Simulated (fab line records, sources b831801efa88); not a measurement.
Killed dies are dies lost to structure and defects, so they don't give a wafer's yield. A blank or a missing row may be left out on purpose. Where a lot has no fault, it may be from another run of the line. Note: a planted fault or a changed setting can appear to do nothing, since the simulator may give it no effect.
fab line records	flow gf180mcu
[record] lots = 11	wafers = 33	last_day = 34
route steps=602 shown M4@459 MIM@511 M5@534
lots with no fault: from the same line, run without faults
start_h: the number of hours between the record's first day and the start of the first shown wafer of the lot	wait_h: time in hours since the lot's previous step	" identical to the entry in the row above	L1.1+2: several wafers, shown together as one row	- no value present, or no start provided	* or withheld: withheld	< > ~ a bound
route shown NAME@n: a module of which the file shows steps, and the number in the route of the first	usual: mean and standard deviation over wafers with no fault	same: alike in all rows	chamber/n: place in a boat	sites: per-site readings	_std_site: standard deviation across them	_edge_site: inner sites' mean taken away from outer sites' mean	radius_mm: for every site, how far away it sits from the centre of the wafer	mask NAME#n: copy n	behind: tool/chamber where the wafer was last shaped	hold: why the lot was held/for how many hours/how that ended	device: names the non-switching transistor (n, p or np)	end of line: tests of these same wafers at the route's end	where a step has no rows: the recipe by itself	killed: at the first sort, the dies lost to defects and structure; wafer yield is something else	map: a wafer's dies, marking killed ones x, the rest . and places with no die _
set.NAME: setting as actually run; set.NAME@STEP: the setting as run at that earlier step	model.NAME: the simulator's own value behind a step, which no gauge read
a sample of lots followed through the steps of the route, with each step as a table and each wafer as a row
services: the hour from which a tool's chamber was out of use, counted from the record's first day as start_h (under 0 if before that day), plus the number of hours and why
[[steps]]
[step GF_M4_SPUTTER_03]
[recipe] material = Ti	target_thk_nm = 10	substrate_temp_c = 300	chamber_pressure_pa = 0.3	power_w = 3000	time_s = 6.7
[usual] cathode_dc_power_W = 3000.0/0.52	throttle_valve_pct = 29.7/1
lot.wafer	tool	chamber	start_h	wait_h	cathode_dc_power_W	throttle_valve_pct
L512.2	pvd_sputter-02	-	547.34	0.0	3000.4	29.2
L512.3	"	-	"	"	2999.7	31.5
L512.5	"	-	"	"	3000.1	28.8
L513.1	pvd_sputter-04	-	552.65	0.0	3000.5	29.6
L513.2	"	-	"	"	3000.0	30.5
L513.6	"	-	"	"	2999.8	29.8
L515.3	pvd_sputter-02	-	574.49	0.0	3000.4	29.7
L515.4	"	-	"	"	3000.3	29.5
L515.5	"	-	"	"	2999.0	29.2
L516.2	pvd_sputter-01	-	580.02	0.0	3000.6	29.1
L516.3	"	-	"	"	2999.3	30.0
L516.5	"	-	"	"	3000.2	29.6
L517.2	pvd_sputter-04	-	586.90	0.0	3000.2	29.7
L517.3	"	-	"	"	3000.1	27.3
L517.6	"	-	"	"	3001.4	30.7
L518.1	pvd_sputter-02	-	595.87	0.0	3001.1	31.2
L518.5	"	-	"	"	2999.1	29.5
L518.6	"	-	"	"	3000.4	29.3
L519.2	pvd_sputter-01	-	605.13	0.0	2999.9	29.8
L519.4	"	-	"	"	3000.0	30.6
L519.6	"	-	"	"	2999.5	28.9
L521.3	pvd_sputter-02	-	611.29	0.0	3000.0	28.7
L521.4	"	-	"	"	2999.5	29.5
L521.6	"	-	"	"	2999.3	28.9
L526.1	pvd_sputter-04	-	651.00	0.0	3000.0	31.2
L526.3	"	-	"	"	2999.8	30.2
L526.6	"	-	"	"	3000.4	27.5
L530.1	pvd_sputter-02	-	677.01	0.0	3000.4	29.1
L530.3	"	-	"	"	2999.8	29.3
L530.5	"	-	"	"	3000.4	28.7
L531.1	pvd_sputter-04	-	687.11	0.0	2999.6	29.5
L531.2	"	-	"	"	3000.1	27.5
L531.6	"	-	"	"	3000.0	31.2
[step GF_MIM_SPUTTER_08]
[recipe] material = AlCu	target_thk_nm = 200	power_w = 10600	time_s = 10.6	chamber_pressure_pa = 0.4
[usual] cathode_dc_power_W = 10600/2	throttle_valve_pct = 29.5/0.63
lot.wafer	tool	chamber	start_h	wait_h	cathode_dc_power_W	throttle_valve_pct
L512.2	pvd_sputter-02	-	593.74	0.0	10602	29.5
L512.3	"	-	"	"	10596	29.6
L512.5	"	-	"	"	10599	29.2
L513.1	pvd_sputter-03	-	598.49	0.0	10601	28.9
L513.2	"	-	"	"	10597	29.4
L513.6	"	-	"	"	10602	29.2
L515.3	pvd_sputter-03	-	620.24	0.0	10599	29.3
L515.4	"	-	"	"	10598	28.9
L515.5	"	-	"	"	10603	29.3
L516.2	pvd_sputter-03	-	625.91	0.0	10600	28.9
L516.3	"	-	"	"	10597	28.7
L516.5	"	-	"	"	10599	29.9
L517.2	pvd_sputter-01	-	631.29	0.0	10599	29.9
L517.3	"	-	"	"	10599	29.5
L517.6	"	-	"	"	10599	30.4
L518.1	pvd_sputter-03	-	639.89	0.0	10603	28.8
L518.5	"	-	"	"	10600	29.5
L518.6	"	-	"	"	10603	29.0
L519.2	pvd_sputter-03	-	649.23	0.0	10602	29.5
L519.4	"	-	"	"	10599	28.7
L519.6	"	-	"	"	10601	28.9
L521.3	pvd_sputter-03	-	654.59	0.0	10970	29.6
L521.4	"	-	"	"	10968	28.6
L521.6	"	-	"	"	10968	29.4
L526.1	pvd_sputter-03	-	692.61	0.0	10971	28.9
L526.3	"	-	"	"	10972	29.5
L526.6	"	-	"	"	10969	29.0
L530.1	pvd_sputter-01	-	717.29	0.0	10604	29.8
L530.3	"	-	"	"	10601	29.1
L530.5	"	-	"	"	10597	30.0
L531.1	pvd_sputter-01	-	727.10	0.0	10595	29.9
L531.2	"	-	"	"	10599	29.8
L531.6	"	-	"	"	10602	29.8
[step GF_MIM_RS_MEAS_10]
[recipe] thk_meas_gauge = four-point-probe	reads = TiN_of_MIM_SPUTTER_09+AlCu_of_MIM_SPUTTER_08+TiN_of_MIM_SPUTTER_07
[usual] MIM_ALCU_RS = 0.1601/0.0016
lot.wafer	tool	chamber	start_h	wait_h	MIM_ALCU_RS[ohm/sq]
L512.2	film_metro-02	-	593.81	0.0	0.1566
L512.3	"	-	"	"	0.1588
L512.5	"	-	"	"	0.1583
L513.1	film_metro-02	-	598.54	0.0	0.1571
L513.2	"	-	"	"	0.1613
L513.6	"	-	"	"	0.1581
L515.3	film_metro-02	-	620.34	0.1	0.1602
L515.4	"	-	"	"	0.1582
L515.5	"	-	"	"	0.1630
L516.2	film_metro-02	-	625.99	0.0	0.1608
L516.3	"	-	"	"	0.1605
L516.5	"	-	"	"	0.1627
L517.2	film_metro-03	-	631.36	0.0	0.1610
L517.3	"	-	"	"	0.1608
L517.6	"	-	"	"	0.1596
L518.1	film_metro-03	-	639.95	0.0	0.1590
L518.5	"	-	"	"	0.1614
L518.6	"	-	"	"	0.1595
L519.2	film_metro-02	-	649.31	0.0	0.1617
L519.4	"	-	"	"	0.1571
L519.6	"	-	"	"	0.1593
L521.3	film_metro-02	-	654.69	0.1	0.1570
L521.4	"	-	"	"	0.1525
L521.6	"	-	"	"	0.1539
L526.1	film_metro-03	-	692.66	0.0	0.1539
L526.3	"	-	"	"	0.1549
L526.6	"	-	"	"	0.1545
L530.1	film_metro-02	-	717.34	0.0	0.1602
L530.3	"	-	"	"	0.1608
L530.5	"	-	"	"	0.1596
L531.1	film_metro-03	-	727.16	0.0	0.1585
L531.2	"	-	"	"	0.1580
L531.6	"	-	"	"	0.1565
[step GF_MIM_THK_MEAS_11]
[recipe] thk_meas_gauge = xrf	reads = AlCu_of_MIM_SPUTTER_08
[usual] MIM_ALCU_THK = 196.6/2.1
lot.wafer	tool	chamber	start_h	wait_h	MIM_ALCU_THK[nm]
L512.2	film_metro-02	-	593.92	0.1	199.3
L512.3	"	-	"	"	197.6
L512.5	"	-	"	"	197.1
L513.1	film_metro-02	-	598.66	0.1	199.3
L513.2	"	-	"	"	194.2
L513.6	"	-	"	"	197.0
L515.3	film_metro-02	-	620.44	0.1	196.2
L515.4	"	-	"	"	198.9
L515.5	"	-	"	"	192.9
L516.2	film_metro-02	-	626.10	0.1	194.8
L516.3	"	-	"	"	195.6
L516.5	"	-	"	"	192.5
L517.2	film_metro-03	-	631.47	0.1	195.3
L517.3	"	-	"	"	196.9
L517.6	"	-	"	"	197.3
L518.1	film_metro-03	-	640.07	0.1	198.7
L518.5	"	-	"	"	195.6
L518.6	"	-	"	"	199.1
L519.2	film_metro-02	-	649.42	0.1	193.6
L519.4	"	-	"	"	198.7
L519.6	"	-	"	"	195.9
L521.3	film_metro-02	-	654.79	0.1	198.8
L521.4	"	-	"	"	204.0
L521.6	"	-	"	"	203.0
L526.1	film_metro-03	-	692.78	0.1	206.8
L526.3	"	-	"	"	204.6
L526.6	"	-	"	"	205.7
L530.1	film_metro-02	-	717.46	0.1	195.4
L530.3	"	-	"	"	194.7
L530.5	"	-	"	"	195.5
L531.1	film_metro-03	-	727.28	0.1	200.3
L531.2	"	-	"	"	201.6
L531.6	"	-	"	"	203.6
[step GF_MIM_STRIP_20]
[recipe] chemistry = O2/N2	power_w = 1400	pressure_mtorr = 1500	platen_temp_c = 250	o2_flow_sccm = 3000	n2_flow_sccm = 300	overash_fraction = 0.5
[usual] drypump_motor_current_A = 6.0/0.54	heater_power_w = 363/48	oes_product_au = 0.692/0.005	platen_temp_c = 250.02/0.19	strip_time_to_endpoint_s = 11.21/0.042
lot.wafer	tool	chamber	start_h	wait_h	drypump_motor_current_A	heater_power_w	oes_product_au	platen_temp_c	rf_hours_counter_h	strip_time_to_endpoint_s
L512.2	plasma_asher-04	1	614.96	0.0	5.2	439	0.685	250.23	20	11.16
L512.3	"	0	"	"	5.0	301	0.690	250.32	-	11.19
L512.5	"	0	"	"	5.0	303	0.689	250.14	-	11.11
L513.1	plasma_asher-04	1	619.84	0.0	5.2	427	0.683	250.24	20	11.16
L513.2	"	0	"	"	5.0	299	0.696	250.09	20	11.17
L513.6	"	1	"	"	5.2	441	0.691	250.10	-	11.16
L515.3	plasma_asher-02	0	640.00	0.1	5.9	364	0.686	250.13	-	11.15
L515.4	"	1	"	"	5.7	331	0.691	250.28	-	11.20
L515.5	"	0	"	"	5.9	368	0.687	250.40	-	11.22
L516.2	plasma_asher-01	0	646.01	0.0	6.7	415	0.688	249.97	101	11.17
L516.3	"	1	"	"	6.0	317	0.693	249.89	-	11.22
L516.5	"	1	"	"	6.0	319	0.692	250.07	-	11.19
L517.2	plasma_asher-04	1	651.51	0.0	5.2	432	0.690	249.86	22	11.22
L517.3	"	0	"	"	5.0	297	0.690	250.02	-	11.16
L517.6	"	1	"	"	5.2	431	0.696	250.04	-	11.20
L518.1	plasma_asher-01	1	659.09	0.0	6.0	320	0.692	250.04	102	11.21
L518.5	"	1	"	"	6.0	315	0.699	250.18	-	11.25
L518.6	"	0	"	"	6.7	405	0.694	249.96	-	11.19
L519.2	plasma_asher-01	0	668.14	0.0	6.7	411	0.690	249.86	103	11.21
L519.4	"	1	"	"	6.0	316	0.696	249.88	-	11.23
L519.6	"	0	"	"	6.6	421	0.688	249.99	-	11.19
L521.3	plasma_asher-01	1	673.23	0.1	6.0	321	0.696	249.99	-	11.21
L521.4	"	0	"	"	6.6	424	0.685	249.63	-	11.19
L521.6	"	0	"	"	6.6	414	0.684	250.08	-	11.20
L526.1	plasma_asher-01	0	711.09	0.0	6.7	418	0.694	250.25	108	11.20
L526.3	"	0	"	"	6.6	407	0.692	250.12	-	11.21
L526.6	"	0	"	"	6.7	417	0.697	249.91	-	11.19
L530.1	plasma_asher-02	1	734.78	0.1	5.7	331	0.691	250.03	97	11.19
L530.3	"	0	"	"	5.9	370	0.693	249.86	-	11.18
L530.5	"	1	"	"	5.7	331	0.687	250.08	-	11.18
L531.1	plasma_asher-02	1	744.36	0.0	5.7	322	0.699	250.15	98	11.27
L531.2	"	0	"	"	5.9	345	0.692	249.84	98	11.22
L531.6	"	0	"	"	5.9	358	0.694	249.77	-	11.19
[step GF_M5_OVL_MEAS_08]
[usual] M5_OVL = -2/5.2
lot.wafer	tool	chamber	start_h	wait_h	M5_OVL[nm]
L512.2	overlay-02	-	636.59	0.1	3
L512.3	"	-	"	"	1
L512.5	"	-	"	"	-2
L513.1	overlay-02	-	640.09	0.1	-2
L513.2	"	-	"	"	-3
L513.6	"	-	"	"	-2
L515.3	overlay-02	-	659.86	0.1	-3
L515.4	"	-	"	"	-2
L515.5	"	-	"	"	4
L516.2	overlay-02	-	666.11	0.1	-7
L516.3	"	-	"	"	-3
L516.5	"	-	"	"	-7
L517.2	overlay-02	-	671.05	0.1	-6
L517.3	"	-	"	"	-2
L517.6	"	-	"	"	-2
L518.1	overlay-02	-	678.54	0.1	0
L518.5	"	-	"	"	3
L518.6	"	-	"	"	-5
L519.2	overlay-01	-	687.21	0.1	-7
L519.4	"	-	"	"	-2
L519.6	"	-	"	"	-2
L521.3	overlay-02	-	692.86	0.1	-1
L521.4	"	-	"	"	0
L521.6	"	-	"	"	3
L526.1	overlay-01	-	729.16	0.1	4
L526.3	"	-	"	"	3
L526.6	"	-	"	"	1
L530.1	overlay-01	-	752.56	0.1	-2
L530.3	"	-	"	"	2
L530.5	"	-	"	"	0
L531.1	overlay-01	-	760.96	0.1	-6
L531.2	"	-	"	"	-15
L531.6	"	-	"	"	-14
[[services]]
tool	chamber	start_h	hours	kind
pvd_sputter-02	-	524.51	4.8	repair
pvd_sputter-03	2	581.52	-	consumable_replace:kit
pvd_sputter-03	2	581.52	18.0	scheduled_down
pvd_sputter-03	2	581.52	18.0	vent_cycle
plasma_asher-02	-	597.22	0.4	repair
pvd_sputter-01	0	605.19	-	consumable_replace:kit
pvd_sputter-01	0	605.19	18.0	scheduled_down
pvd_sputter-01	0	605.19	18.0	vent_cycle
plasma_asher-02	-	608.55	15.6	pm
plasma_asher-04	-	624.15	0.4	repair
plasma_asher-04	-	627.44	5.7	repair
plasma_asher-04	-	627.62	13.6	repair
pvd_sputter-02	3	638.75	-	consumable_replace:kit
pvd_sputter-02	3	638.75	18.0	scheduled_down
pvd_sputter-02	3	638.75	18.0	vent_cycle
pvd_sputter-03	-	642.77	6.2	repair
plasma_asher-02	-	671.73	14.6	pm
plasma_asher-01	-	713.91	0.3	repair
plasma_asher-04	-	727.08	12.7	repair
pvd_sputter-01	3	728.36	-	consumable_replace:kit
pvd_sputter-04	-	729.90	3.4	repair
plasma_asher-01	-	730.99	2.2	repair
plasma_asher-01	-	733.75	9.0	pm
pvd_sputter-01	-	737.54	3.2	repair
[[key]]
[first_sign] step = GF_MIM_SPUTTER_08	reading = cathode_dc_power_W	direction = up	sigmas = 99+	usual = 10600	struck = 10970
[effect] step = GF_MIM_RS_MEAS_10	reading = MIM_ALCU_RS	direction = down	sigmas = 3.5	usual = 0.1601	struck = 0.1545
[effect] step = GF_MIM_THK_MEAS_11	reading = MIM_ALCU_THK	direction = up	sigmas = 3.4	usual = 196.6	struck = 203.8
met_at GF_MIM_SPUTTER_08
struck_lots L521,L526
not_acting_at GF_M4_SPUTTER_03,GF_MIM_STRIP_20,GF_M5_OVL_MEAS_08
onset_between 649.23 654.59
[fault] kind = process_parameter_drift	tool = pvd_sputter-03	chamber = -	onset_h = 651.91	steps = GF_MIM_SPUTTER_08	channel = power_w	offset = 369.03	shape = step	end_h = 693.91	acts_in = these_recipes_only	stated = 10600
